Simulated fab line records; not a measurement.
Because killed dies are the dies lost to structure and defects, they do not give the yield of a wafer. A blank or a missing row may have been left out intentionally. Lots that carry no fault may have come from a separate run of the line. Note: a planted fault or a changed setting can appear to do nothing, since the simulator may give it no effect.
The tool behind it: which one? :: flow sky130 :: at 1 step of a route of 708, 6 lots with 18 wafers sampled

== WHAT THE GAUGES SHOWED, per wafer ==
SKY_METAL3_CD_MEAS_13: the cd target is 300 nm.
lot: L257
measured: day 38 13:58
on: cdSem-01
cdNm (nm): 297.5 299.9 299.0

lot: L260
measured: day 40 02:28
on: cdSem-02
cdNm (nm): 298.0 298.5 298.9

lot: L267
measured: day 42 16:41
on: cdSem-02
cdNm (nm): 298.1 298.2 298.9

lot: L273
measured: day 43 09:55
on: cdSem-01
cdNm (nm): 300.9 298.5 298.7

lot: L275
measured: day 43 22:56
on: cdSem-02
cdNm (nm): 300.5 301.3 300.6

lot: L277
measured: day 45 12:37
on: cdSem-01
cdNm (nm): 299.8 300.4 300.1

== WHAT TOOL EACH LOT RAN ON (gives the tool, then ch and the chambers of the sampled wafers, and finally the start) ==
The record shows no process step preceding these readings.

== THE ANSWER, worked out from the rows above alone ==
Rule: usual is defined by the lots themselves. Put in order of their means at a reading, lots are off if they are a third of the lots or fewer, leave a main group of 4 or more, and stand apart from it by a gap of 3 or more times the standard deviation of the main group's means; of several such gaps the widest counts. Not used: any main group whose means are identical at the precision the tables above print for the reading. A lot without any number at a reading at which 4 lots or more have one is off too. Where the step has rows for the other lots, those lots are counted as sound.
No lot is off at any reading shown: from this, nothing can be told.

== WHAT THE SIMULATOR HAD PUT IN ==
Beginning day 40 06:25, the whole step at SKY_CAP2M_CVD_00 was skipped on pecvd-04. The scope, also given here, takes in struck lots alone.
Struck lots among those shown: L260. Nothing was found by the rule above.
